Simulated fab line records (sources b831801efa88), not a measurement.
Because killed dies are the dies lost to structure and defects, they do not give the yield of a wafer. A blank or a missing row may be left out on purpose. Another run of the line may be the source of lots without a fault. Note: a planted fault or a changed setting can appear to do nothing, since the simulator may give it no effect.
Struck lot and sound lot, side by side    flow gf180mcu    45 out of 602 route steps
Sound: the wafers L570.2, L570.4, L570.5. Struck: wafers L578.1, L578.2. The cause is named last.
At each step with rows: each side's tool, then ch and its chambers, then its first start. Under that, the readings that differ: sound wafers    struck wafers    difference of the means    sigmas: that difference in standard deviations of wafers without a fault.
alike: words and numbers the same on both sides, and readings whose means are apart by under 2 such deviations; not compared: readings that were withheld, readings missing a value for some wafer, numbers with overlapping values and no deviation given by the record, and bounds like >300 which may hide the same value.
The two part at a step that has a row with sigmas, a row that says differs or no value, or rows on one side only. Numbers that don't overlap but have no deviation are shown without sigmas and don't part them. A reading that every wafer of one side lacks parts them only if that side has two wafers or more.

first, 1 step without rows for these wafers: GF_V1_CVD_00 (deposits SiO2, target thk 600 nm, time 100 s).
GF_V1_THK_MEAS_01:
  sound: film_metro-02 at day 19 01:40; struck: film_metro-03 at day 22 03:07
  alike: V1_CVD_00_THK
then, 1 step without rows for these wafers: GF_V1_CVD_02 (deposits SiO2 from TEOS, target thk 850 nm, time 94.851 s).
GF_V1_THK_MEAS_03:
  sound: film_metro-03 at day 19 01:47; struck: film_metro-03 at day 22 03:14
  alike: V1_CVD_02_THK
then, 1 step without rows for these wafers: GF_V1_CMP_04 (polishes SiO2).
GF_V1_BOW_MEAS_05:
  sound: film_metro-02 at day 19 02:10; struck: film_metro-03 at day 22 03:36
  alike: V1_BOW
then, 6 steps without rows for these wafers: GF_V1_DEHYDRATE_06 (time 60 s); GF_V1_HMDS_07 (prime time 60 s); GF_V1_COAT_08; GF_V1_COAT_09 (resist thk 1000 nm); GF_V1_SOFTBAKE_10 (time 60 s); GF_V1_EXPOSE_11 (exposes mask Via1, target cd 260 nm).
GF_V1_PEB_12: peb time 90 s.
  sound on litho_track-02 ch 0, day 20 02:12; struck on litho_track-04 ch 0, day 23 02:31
then, 1 step without rows for these wafers: GF_V1_DEVELOP_13 (develop time 60 s).
GF_V1_CD_MEAS_14: the cd target is 260 nm.
  sound: cd_sem-01 at day 20 02:32; struck: cd_sem-01 at day 23 02:52
reading     sound              struck       difference  sigmas
cd_nm (nm)  258.5 259.5 259.6  264.0 262.8  +4.2        +4
GF_V1_OVL_MEAS_15:
  sound: overlay-01 at day 20 02:39; struck: overlay-01 at day 23 02:59
  alike: V1_OVL
GF_V1_ETCH_16: etches BARC in N2/H2.
  sound on rie_diel-04 ch 0,1,2, day 20 02:41; struck on rie_diel-02 ch 1,3, day 23 03:01
reading              sound              struck     difference  sigmas
model.V1.cd_nm (nm)  259.4 259.3 259.4  262.9 263  +3.6        
  alike: drypump_motor_current_A, oes_product_au, throttle_valve_pct
GF_V1_ETCH_17: etches SiO2 in C4F8/O2/Ar, stops on TiN, target depth 630 nm.
  sound: rie_diel-04 ch 0,1,2; struck: rie_diel-02 ch 1,3
reading              sound              struck       difference  sigmas
model.V1.cd_nm (nm)  260.1 260.4 259.6  262.7 262.5  +2.6        
  alike: oes_product_au
GF_V1_STRIP_18: strips in O2/N2.
  sound on plasma_asher-01 ch 0,1, day 20 02:49; struck on plasma_asher-02 ch 0,1, day 23 03:08
  alike: drypump_motor_current_A, heater_power_w, oes_product_au
  not compared: rf_hours_counter_h
then, 2 steps without rows for these wafers: GF_V1_STRIP_19 (strips in post etch residue remover, time 1200 s); GF_V1_CLEAN_20 (cleans in DIW).
GF_V1_SPUTTER_21: material Ti, target thk 15 nm, time 80.02 s.
  sound: pvd_sputter-01 at day 20 03:44; struck: pvd_sputter-02 at day 23 03:41
  alike: throttle_valve_pct
then, 2 steps without rows for these wafers: GF_V1_SPUTTER_22 (material TiN, target thk 10 nm, time 40 s); GF_V1_CVD_23 (deposits W, target thk 350 nm, time 105.05 s).
GF_V1_RS_MEAS_24: a four-point-probe measurement.
  sound: film_metro-02 at day 20 03:58; struck: film_metro-04 at day 23 03:53
  alike: V1_W_RS
GF_V1_THK_MEAS_25: measures by xrf.
  sound: film_metro-02 at day 20 04:05; struck: film_metro-04 at day 23 04:01
  alike: V1_W_THK
GF_V1_CMP_26: polishes, stops on SiO2, t overpolish 15 s, target thk 0 nm.
  sound on cmp-02 ch 2,3, day 20 04:08; struck on cmp-02 ch 1,2, day 23 04:04
  alike: motor_current_A, overpolish_run_s, retaining_ring_pressure_frac, slurry_filter_dp_kPa, slurry_flow_ml_min, time_to_endpoint_s
then, 1 step without rows for these wafers: GF_M2_SPUTTER_00 (material Ti, target thk 37.5 nm, time 150 s).
GF_M2_SPUTTER_01: material TiN, target thk 30 nm, time 25 s.
  sound: pvd_sputter-03 at day 20 04:32; struck: pvd_sputter-01 at day 23 04:28
  alike: throttle_valve_pct
then, 1 step without rows for these wafers: GF_M2_SPUTTER_02 (material AlCu, target thk 450 nm, time 23.9 s).
GF_M2_SPUTTER_03: material Ti, target thk 10 nm, time 6.7 s.
  sound: pvd_sputter-03 at day 20 04:36; struck: pvd_sputter-01 at day 23 04:32
  alike: throttle_valve_pct
then, 1 step without rows for these wafers: GF_M2_SPUTTER_04 (material TiN, target thk 50 nm, time 41.7 s).
GF_M2_RS_MEAS_05: a four-point-probe measurement.
  sound: film_metro-01 at day 20 04:41; struck: film_metro-02 at day 23 04:36
  alike: M2_ALCU_RS
GF_M2_THK_MEAS_06: measures by xrf.
  sound: film_metro-01 at day 20 04:47; struck: film_metro-02 at day 23 04:43
  alike: M2_ALCU_THK
then, 7 steps without rows for these wafers: GF_M2_DEHYDRATE_07 (time 60 s); GF_M2_HMDS_08 (prime time 60 s); GF_M2_COAT_09 (resist thk 1000 nm); GF_M2_SOFTBAKE_10 (time 60 s); GF_M2_EXPOSE_11 (exposes mask Metal2, target cd 280 nm); GF_M2_PEB_12 (peb time 90 s); GF_M2_DEVELOP_13 (develop time 60 s).
GF_M2_CD_MEAS_14: the cd target is 280 nm.
  sound: cd_sem-02 at day 21 04:23; struck: cd_sem-01 at day 24 03:28
  alike: cd_nm
-- the record jumps here: 7 days lie between the struck wafers' starts before and after (it left off in module M2 and takes up again in module V5, whose first step shown is number 564 of the route) --
GF_V5_RS_MEAS_24: a four-point-probe measurement.
  sound: film_metro-04 at day 28 21:19; struck: film_metro-03 at day 31 07:32
  alike: V5_W_RS
  not compared: hold
GF_V5_THK_MEAS_25: measures by xrf.
  sound: film_metro-04 at day 28 21:25; struck: film_metro-03 at day 31 09:52
  alike: V5_W_THK
  not compared: hold
GF_PASSIVATION_PROBE_99:
  only the struck wafers here have rows in the record (prober-02, day 32 20:08); the sound ones have none

== WHERE THEY PART ==
Earliest at GF_V1_CD_MEAS_14; latest, in this record, at GF_PASSIVATION_PROBE_99.

WHY: what had been put in by the simulator
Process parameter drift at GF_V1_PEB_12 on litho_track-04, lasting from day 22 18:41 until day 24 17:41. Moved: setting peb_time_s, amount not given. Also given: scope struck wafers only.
